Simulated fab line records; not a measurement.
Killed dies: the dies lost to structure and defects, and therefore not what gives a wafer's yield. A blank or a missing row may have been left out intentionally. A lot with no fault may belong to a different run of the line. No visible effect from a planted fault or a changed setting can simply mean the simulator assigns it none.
fab line records ; flow sky130
record: lots: 11; wafers: 33; last_day: 50
route steps=708 shown METAL2@485 PAD_OPEN@708
lots with no fault: from the same line, run without faults
start_h: the number of hours between the record's first day and the start of the first shown wafer of the lot ; wait_h: hours since the lot's step before ; " identical to the entry in the row above ; L1.1+2: a single row standing in for several wafers ; - no value present, or no start provided ; * or withheld: withheld ; < > ~ a bound
route shown NAME@n: NAME is a module with steps in the file, n the number in the route of the first one ; usual: mean/standard deviation of fault-free wafers ; same: alike in all rows ; chamber/n: place in a boat ; sites: readings site by site ; _std_site: how widely they spread, as a standard deviation ; _edge_site: mean of outer sites minus mean of inner sites ; radius_mm: how far each site lies from the wafer's centre ; mask NAME#n: copy n ; behind: the last tool/chamber to shape the wafer ; hold: the reason the lot was held/the length of the hold in hours/how it ended ; device: the transistor (n, p or np) that didn't switch ; end of line: the same wafers' tests at the end of the route ; a step without rows: its recipe alone ; killed: the dies lost at the first sort to structure and to defects; this is not the yield of the wafer ; map: a wafer's dies, marking killed ones x, the rest . and places with no die _
set.NAME: the setting as run; set.NAME@STEP: as run at that earlier step ; model.NAME: the simulator's own value behind a step, which no gauge read
a sample of lots followed through the steps of the route, with each step as a table and each wafer as a row
services: a tool's chamber out of use, with start hour (start_h, from the record's first day; less than 0 if before it), hours out, and reason
== steps ==
step: SKY_METAL2_SPUTTER_02
recipe: material: AlCu; target_thk_nm: 250; power_w: 10600; time_s: 13.3; chamber_pressure_pa: 0.4
usual: chamber_pressure_pa: 0.4000/0.00072; throttle_valve_pct: 29.8/1
lot.wafer;tool;chamber;start_h;wait_h;chamber_pressure_pa;throttle_valve_pct
L868.2;pvd_sputter-02;-;810.46;0.0;0.3998;30.8
L868.3;pvd_sputter-02;-;810.46;0.0;0.3998;29.1
L868.6;pvd_sputter-02;-;810.46;0.0;0.3989;29.0
L869.1;pvd_sputter-04;-;818.10;0.0;0.3992;29.7
L869.2;pvd_sputter-04;-;818.10;0.0;0.4006;29.8
L869.6;pvd_sputter-04;-;818.10;0.0;0.4004;31.3
L870.2;pvd_sputter-04;-;828.57;0.0;0.4003;31.2
L870.4;pvd_sputter-04;-;828.57;0.0;0.4004;29.5
L870.5;pvd_sputter-04;-;828.57;0.0;0.3994;29.7
L872.4;pvd_sputter-01;-;839.71;0.0;0.3996;28.6
L872.5;pvd_sputter-01;-;839.71;0.0;0.4003;30.8
L872.6;pvd_sputter-01;-;839.71;0.0;0.3988;30.8
L876.1;pvd_sputter-02;-;869.44;0.0;0.4001;29.0
L876.2;pvd_sputter-02;-;869.44;0.0;0.4003;30.5
L876.6;pvd_sputter-02;-;869.44;0.0;0.4010;29.0
L879.1;pvd_sputter-02;-;892.24;0.0;0.2953;33.1
L879.2;pvd_sputter-02;-;892.24;0.0;0.3993;30.5
L879.5;pvd_sputter-02;-;892.24;0.0;0.2944;33.0
L880.1;pvd_sputter-02;-;909.54;0.0;0.2946;33.1
L880.2;pvd_sputter-02;-;909.54;0.0;0.4003;29.1
L880.3;pvd_sputter-02;-;909.54;0.0;0.3999;30.7
L883.2;pvd_sputter-04;-;921.43;0.0;0.3987;30.1
L883.3;pvd_sputter-04;-;921.43;0.0;0.3994;31.1
L883.4;pvd_sputter-04;-;921.43;0.0;0.4007;29.8
L885.2;pvd_sputter-01;-;928.50;0.0;0.3994;30.5
L885.4;pvd_sputter-01;-;928.50;0.0;0.4003;30.5
L885.5;pvd_sputter-01;-;928.50;0.0;0.3981;30.2
L886.3;pvd_sputter-04;-;942.34;0.0;0.3989;31.0
L886.4;pvd_sputter-04;-;942.34;0.0;0.3991;29.7
L886.5;pvd_sputter-04;-;942.34;0.0;0.4001;29.8
L889.1;pvd_sputter-01;-;963.77;0.0;0.4010;28.7
L889.2;pvd_sputter-01;-;963.77;0.0;0.3995;30.5
L889.5;pvd_sputter-01;-;963.77;0.0;0.4002;31.0
step: SKY_METAL2_RS_MEAS_05
recipe: thk_meas_gauge: four-point-probe; reads: TiN_of_METAL2_SPUTTER_04+Ti_of_METAL2_SPUTTER_03+AlCu_of_METAL2_SPUTTER_02+TiN_of_METAL2_SPUTTER_01+Ti_of_METAL2_SPUTTER_00
usual: METAL2_ALCU_RS: 0.1268/0.001
lot.wafer;tool;chamber;start_h;wait_h;METAL2_ALCU_RS[ohm/sq]
L868.2;film_metro-03;-;810.57;0.0;0.1264
L868.3;film_metro-03;-;810.57;0.0;0.1263
L868.6;film_metro-03;-;810.57;0.0;0.1265
L869.1;film_metro-01;-;818.19;0.0;0.1262
L869.2;film_metro-01;-;818.19;0.0;0.1288
L869.6;film_metro-01;-;818.19;0.0;0.1263
L870.2;film_metro-04;-;828.68;0.0;0.1265
L870.4;film_metro-04;-;828.68;0.0;0.1281
L870.5;film_metro-04;-;828.68;0.0;0.1282
L872.4;film_metro-04;-;839.86;0.1;0.1291
L872.5;film_metro-04;-;839.86;0.1;0.1284
L872.6;film_metro-04;-;839.86;0.1;0.1282
L876.1;film_metro-01;-;869.53;0.0;0.1260
L876.2;film_metro-01;-;869.53;0.0;0.1259
L876.6;film_metro-01;-;869.53;0.0;0.1255
L879.1;film_metro-03;-;892.33;0.0;0.1173
L879.2;film_metro-03;-;892.33;0.0;0.1272
L879.5;film_metro-03;-;892.33;0.0;0.1186
L880.1;film_metro-04;-;909.63;0.0;0.1180
L880.2;film_metro-04;-;909.63;0.0;0.1251
L880.3;film_metro-04;-;909.63;0.0;0.1264
L883.2;film_metro-01;-;921.54;0.0;0.1268
L883.3;film_metro-01;-;921.54;0.0;0.1269
L883.4;film_metro-01;-;921.54;0.0;0.1283
L885.2;film_metro-01;-;928.61;0.0;0.1264
L885.4;film_metro-01;-;928.61;0.0;0.1258
L885.5;film_metro-01;-;928.61;0.0;0.1261
L886.3;film_metro-03;-;942.47;0.1;0.1266
L886.4;film_metro-03;-;942.47;0.1;0.1260
L886.5;film_metro-03;-;942.47;0.1;0.1268
L889.1;film_metro-04;-;963.86;0.0;0.1277
L889.2;film_metro-04;-;963.86;0.0;0.1269
L889.5;film_metro-04;-;963.86;0.0;0.1260
step: SKY_METAL2_THK_MEAS_06
recipe: thk_meas_gauge: xrf; reads: AlCu_of_METAL2_SPUTTER_02
usual: METAL2_ALCU_THK: 251.4/2.3
lot.wafer;tool;chamber;start_h;wait_h;METAL2_ALCU_THK[nm]
L868.2;film_metro-03;-;810.68;0.1;251.4
L868.3;film_metro-03;-;810.68;0.1;251.3
L868.6;film_metro-03;-;810.68;0.1;251.8
L869.1;film_metro-01;-;818.31;0.1;254.5
L869.2;film_metro-01;-;818.31;0.1;250.4
L869.6;film_metro-01;-;818.31;0.1;254.5
L870.2;film_metro-04;-;828.79;0.1;252.7
L870.4;film_metro-04;-;828.79;0.1;247.2
L870.5;film_metro-04;-;828.79;0.1;248.2
L872.4;film_metro-04;-;839.95;0.1;245.9
L872.5;film_metro-04;-;839.95;0.1;247.7
L872.6;film_metro-04;-;839.95;0.1;248.4
L876.1;film_metro-01;-;869.65;0.1;253.0
L876.2;film_metro-01;-;869.65;0.1;253.7
L876.6;film_metro-01;-;869.65;0.1;252.0
L879.1;film_metro-03;-;892.45;0.1;266.8
L879.2;film_metro-03;-;892.45;0.1;248.9
L879.5;film_metro-03;-;892.45;0.1;261.9
L880.1;film_metro-04;-;909.75;0.1;264.4
L880.2;film_metro-04;-;909.75;0.1;253.5
L880.3;film_metro-04;-;909.75;0.1;251.6
L883.2;film_metro-01;-;921.65;0.1;253.8
L883.3;film_metro-01;-;921.65;0.1;253.6
L883.4;film_metro-01;-;921.65;0.1;249.6
L885.2;film_metro-01;-;928.72;0.1;253.8
L885.4;film_metro-01;-;928.72;0.1;255.9
L885.5;film_metro-01;-;928.72;0.1;254.4
L889.1;film_metro-04;-;963.98;0.1;249.6
L889.2;film_metro-04;-;963.98;0.1;250.9
L889.5;film_metro-04;-;963.98;0.1;254.5
L886.3;film_metro-03;-;972.63;30.1;251.5
L886.4;film_metro-03;-;972.63;30.1;251.7
L886.5;film_metro-03;-;972.63;30.1;250.3
step: SKY_PAD_OPEN_PROBE_99
usual: defect_limited_yield: 82.5/2; killed_at_M0_to_M3: 44/6.9; killed_at_M4_up: 3.1/1.7; killed_at_contacts: 25/5.6; killed_at_front_end: 14/4.3; killed_at_other: 0.3/0.51; killed_dies: 86/9.8; killed_open: 47/6.5; killed_short: 39/6.6; sort_bin_3_pad_short: 0.8/0.46; sort_bin_5_function: 10.3/1.5; sort_bin_6_memory: 6.4/1; sort_n_pass: 406/9.8; sort_yield_pct: 82.5/2
same: gross_dies: 492; killed_at_back_side: 0; sort_bin_4_leakage[%]: 0; sort_bin_8_speed[%]: 0
lot.wafer;tool;chamber;start_h;wait_h;defect_limited_yield[%];killed_at_M0_to_M3;killed_at_M4_up;killed_at_contacts;killed_at_front_end;killed_at_other;killed_dies;killed_open;killed_short;sort_bin_3_pad_short[%];sort_bin_5_function[%];sort_bin_6_memory[%];sort_n_pass;sort_yield_pct[%]
L868.2;prober-02;-;1092.58;0.1;78.9;41;5;36;21;1;104;54;50;1.8;12.8;6.5;388;78.9
L868.3;prober-02;-;1092.63;0.2;80.3;47;0;26;24;0;97;50;47;1.6;9.8;8.3;395;80.3
L868.6;prober-02;-;1092.78;0.2;81.3;47;2;26;17;0;92;58;34;0.8;9.3;8.5;400;81.3
L872.4;prober-01;-;1116.66;0.2;78.0;51;2;35;20;0;108;68;40;1.0;13.8;7.1;384;78.0
L872.5;prober-01;-;1116.71;0.2;84.8;52;2;16;5;0;75;42;33;0.6;8.3;6.3;417;84.8
L872.6;prober-01;-;1116.76;0.2;81.7;49;4;25;12;0;90;49;41;1.2;9.3;7.7;402;81.7
L876.1;prober-02;-;1140.72;0.1;80.5;50;5;23;18;0;96;58;38;0.6;12.6;6.3;396;80.5
L876.2;prober-02;-;1140.77;0.1;82.1;46;5;18;18;1;88;48;40;0.8;11.0;6.1;404;82.1
L876.6;prober-02;-;1140.97;0.2;85.6;35;3;20;13;0;71;44;27;0.6;9.1;4.7;421;85.6
L879.1;prober-01;-;1156.74;0.1;81.9;45;3;21;20;0;89;45;44;1.2;11.0;5.9;403;81.9
L879.2;prober-01;-;1156.79;0.1;82.7;52;0;30;3;0;85;51;34;0.8;10.6;5.9;407;82.7
L879.5;prober-01;-;1156.94;0.2;83.1;44;1;24;14;0;83;53;30;0.4;10.2;6.3;409;83.1
L880.1;prober-01;-;1167.04;0.1;78.5;46;7;37;16;0;106;55;51;1.4;11.8;8.3;386;78.5
L880.2;prober-01;-;1167.09;0.1;81.9;51;2;24;11;1;89;48;41;1.2;9.6;7.3;403;81.9
L880.3;prober-01;-;1167.14;0.2;80.1;52;2;28;16;0;98;55;43;1.0;11.0;7.9;394;80.1
L885.2;prober-01;-;1183.48;0.1;83.7;41;3;19;17;0;80;39;41;0.8;8.5;6.9;412;83.7
L885.4;prober-01;-;1183.58;0.2;82.5;44;0;22;20;0;86;47;39;1.8;9.6;6.1;406;82.5
L885.5;prober-01;-;1183.63;0.2;85.0;42;1;18;13;0;74;38;36;1.0;7.1;6.9;418;85.0
L889.1;prober-01;-;1205.85;0.1;81.9;47;2;25;15;0;89;46;43;0.4;10.4;7.3;403;81.9
L889.2;prober-01;-;1205.90;0.1;83.5;36;1;28;15;1;81;41;40;0.6;10.4;5.5;411;83.5
L889.5;prober-01;-;1206.05;0.2;87.4;34;3;17;8;0;62;39;23;0.4;7.9;4.3;430;87.4
killed by level:class
L868.2 CONTACT:geometric_particle:open=15 CONTACT:geometric_particle:short=11 VIA1:geometric_particle:open=9 VIA3:geometric_particle:open=7 FIELD_ISO:geometric_particle:short=6 METAL2:geometric_particle:short=6 VIA2:geometric_particle:open=4 POLY_GATE:geometric_particle:short=4
L868.3 FIELD_ISO:geometric_particle:short=8 VIA1:geometric_particle:open=8 METAL2:geometric_particle:short=8 CONTACT:geometric_particle:short=7 CONTACT:geometric_particle:open=7 FIELD_ISO:geometric_particle:open=6 VIA3:geometric_particle:open=6 VIA2:geometric_particle:open=6
L868.6 VIA3:geometric_particle:open=11 CONTACT:geometric_particle:open=10 VIA1:geometric_particle:open=8 VIA2:geometric_particle:open=8 LI_CONTACT:geometric_particle:open=6 CONTACT:geometric_particle:short=5 VIA1:geometric_particle:short=5 FIELD_ISO:geometric_particle:open=4
L872.4 LI_CONTACT:geometric_particle:open=14 VIA1:geometric_particle:open=12 VIA3:geometric_particle:open=11 CONTACT:geometric_particle:open=10 VIA2:geometric_particle:open=8 VIA2:geometric_particle:short=6 FIELD_ISO:geometric_particle:short=5 POLY_GATE:geometric_particle:short=5
L872.5 VIA1:geometric_particle:open=11 CONTACT:geometric_particle:open=8 VIA3:geometric_particle:open=8 METAL1:geometric_particle:short=7 VIA1:geometric_particle:short=6 VIA3:geometric_particle:short=5 VIA2:geometric_particle:open=4 LI_CONTACT:geometric_particle:open=3
L872.6 VIA1:geometric_particle:open=11 CONTACT:geometric_particle:open=9 VIA2:geometric_particle:open=8 LI_CONTACT:geometric_particle:open=7 VIA3:geometric_particle:open=6 POLY_GATE:geometric_particle:short=5 CONTACT:geometric_particle:short=5 METAL1:geometric_particle:short=5
L876.1 VIA2:geometric_particle:open=13 VIA1:geometric_particle:open=11 CONTACT:geometric_particle:open=8 POLY_GATE:geometric_particle:open=7 LI_CONTACT:geometric_particle:open=7 VIA3:geometric_particle:open=6 VIA1:geometric_particle:short=6 FIELD_ISO:geometric_particle:open=4
L876.2 VIA1:geometric_particle:open=12 POLY_GATE:geometric_particle:open=9 VIA1:geometric_particle:short=7 VIA3:geometric_particle:open=7 METAL1:geometric_particle:short=6 CONTACT:geometric_particle:open=5 FIELD_ISO:geometric_particle:open=4 LI_CONTACT:geometric_particle:open=4
L876.6 VIA3:geometric_particle:open=10 VIA2:geometric_particle:open=8 VIA1:geometric_particle:open=6 CONTACT:geometric_particle:open=6 FIELD_ISO:geometric_particle:open=5 POLY_GATE:geometric_particle:short=4 LOCAL_INTERCONNECT:geometric_particle:short=4 METAL1:geometric_particle:short=4
L879.1 CONTACT:geometric_particle:open=9 VIA2:geometric_particle:open=7 FIELD_ISO:geometric_particle:short=6 VIA1:geometric_particle:open=6 LI_CONTACT:geometric_particle:open=5 METAL1:geometric_particle:short=5 VIA1:geometric_particle:short=5 METAL2:geometric_particle:short=5
L879.2 VIA1:geometric_particle:open=15 CONTACT:geometric_particle:open=14 VIA2:geometric_particle:open=9 VIA1:geometric_particle:short=8 METAL1:geometric_particle:short=7 LI_CONTACT:geometric_particle:open=6 CONTACT:geometric_particle:short=6 METAL2:geometric_particle:short=3
L879.5 VIA1:geometric_particle:open=12 VIA3:geometric_particle:open=11 CONTACT:geometric_particle:open=8 LI_CONTACT:geometric_particle:open=7 VIA2:geometric_particle:open=7 CONTACT:geometric_particle:short=5 METAL1:geometric_particle:short=5 POLY_GATE:geometric_particle:open=4
L880.1 CONTACT:geometric_particle:open=15 METAL2:geometric_particle:short=9 VIA1:geometric_particle:open=8 LI_CONTACT:geometric_particle:open=8 VIA2:geometric_particle:open=7 LOCAL_INTERCONNECT:geometric_particle:short=6 METAL1:geometric_particle:short=6 METAL4:geometric_particle:short=6
L880.2 CONTACT:geometric_particle:open=12 VIA1:geometric_particle:open=11 VIA1:geometric_particle:short=7 METAL1:geometric_particle:short=7 VIA2:geometric_particle:open=6 FIELD_ISO:geometric_particle:short=5 VIA3:geometric_particle:open=5 LI_CONTACT:geometric_particle:open=4
L880.3 LI_CONTACT:geometric_particle:open=13 CONTACT:geometric_particle:open=10 VIA1:geometric_particle:open=10 VIA1:geometric_particle:short=7 METAL1:geometric_particle:short=7 METAL2:geometric_particle:short=7 VIA3:geometric_particle:open=6 VIA3:geometric_particle:short=5
L885.2 VIA2:geometric_particle:open=9 CONTACT:geometric_particle:open=7 VIA1:geometric_particle:open=6 CONTACT:geometric_particle:short=6 METAL2:geometric_particle:short=6 METAL3:geometric_particle:short=6 METAL1:geometric_particle:short=5 FIELD_ISO:geometric_particle:short=4
L885.4 VIA1:geometric_particle:open=9 CONTACT:geometric_particle:open=8 METAL1:geometric_particle:short=7 LI_CONTACT:geometric_particle:open=6 VIA2:geometric_particle:open=6 VIA3:geometric_particle:open=6 FIELD_ISO:geometric_particle:open=5 METAL3:geometric_particle:short=5
L885.5 VIA3:geometric_particle:open=8 VIA1:geometric_particle:open=7 FIELD_ISO:geometric_particle:open=5 CONTACT:geometric_particle:open=5 LI_CONTACT:geometric_particle:open=5 METAL1:geometric_particle:short=5 METAL3:geometric_particle:short=5 CONTACT:geometric_particle:short=4
L889.1 VIA1:geometric_particle:open=11 LI_CONTACT:geometric_particle:open=10 VIA2:geometric_particle:open=7 VIA1:geometric_particle:short=6 FIELD_ISO:geometric_particle:short=5 METAL2:geometric_particle:short=5 LI_CONTACT:geometric_particle:short=4 LOCAL_INTERCONNECT:geometric_particle:short=4
L889.2 VIA3:geometric_particle:open=9 CONTACT:geometric_particle:open=8 LI_CONTACT:geometric_particle:short=7 VIA2:geometric_particle:open=6 FIELD_ISO:geometric_particle:open=5 POLY_GATE:geometric_particle:short=5 LI_CONTACT:geometric_particle:open=4 CONTACT:geometric_particle:short=4
L889.5 CONTACT:geometric_particle:open=9 METAL1:geometric_particle:short=7 VIA1:geometric_particle:open=7 VIA2:geometric_particle:open=4 LI_CONTACT:geometric_particle:open=4 METAL1:geometric_particle:open=3 VIA1:geometric_particle:short=3 METAL2:geometric_particle:short=3
== services ==
tool;chamber;start_h;hours;kind
pvd_sputter-02;-;794.34;4.1;repair
pvd_sputter-04;1;796.35;-;consumable_replace:kit
pvd_sputter-04;1;796.35;18.0;scheduled_down
pvd_sputter-04;1;796.35;18.0;vent_cycle
pvd_sputter-04;-;799.87;8.3;repair
pvd_sputter-02;-;802.95;3.7;repair
pvd_sputter-02;0;893.82;-;consumable_replace:kit
pvd_sputter-02;0;893.82;18.0;scheduled_down
pvd_sputter-02;0;893.82;18.0;vent_cycle
pvd_sputter-02;-;902.46;4.6;repair
pvd_sputter-01;-;906.44;0.7;repair
pvd_sputter-01;0;932.38;-;consumable_replace:kit
pvd_sputter-01;0;932.38;18.0;scheduled_down
pvd_sputter-01;0;932.38;18.0;vent_cycle
pvd_sputter-02;-;940.23;1.1;repair
pvd_sputter-04;0;951.04;-;consumable_replace:kit
pvd_sputter-04;0;951.04;18.0;scheduled_down
pvd_sputter-04;0;951.04;18.0;vent_cycle
pvd_sputter-04;-;955.88;0.6;repair
== key ==
first_sign: step: SKY_METAL2_SPUTTER_02; reading: chamber_pressure_pa; direction: down; sigmas: 99+; usual: 0.4000; struck: 0.2947
effect: step: SKY_METAL2_SPUTTER_02; reading: throttle_valve_pct; direction: up; sigmas: 3.2; usual: 29.8; struck: 33.1
effect: step: SKY_METAL2_RS_MEAS_05; reading: METAL2_ALCU_RS; direction: down; sigmas: 8.5; usual: 0.1268; struck: 0.1180
effect: step: SKY_METAL2_THK_MEAS_06; reading: METAL2_ALCU_THK; direction: up; sigmas: 5.6; usual: 251.4; struck: 264.4
met_at SKY_METAL2_SPUTTER_02
struck_lots L879,L880
struck_wafers L879.1,L879.5,L880.1
fault: kind: process_parameter_drift; tool: pvd_sputter-02; chamber: -; onset_h: 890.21; steps: SKY_METAL2_SPUTTER_02; channel: chamber_pressure_pa; offset: -0.10604; shape: step; end_h: 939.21; acts_in: these_recipes_only; stated: 0.4; scope: struck_wafers_only
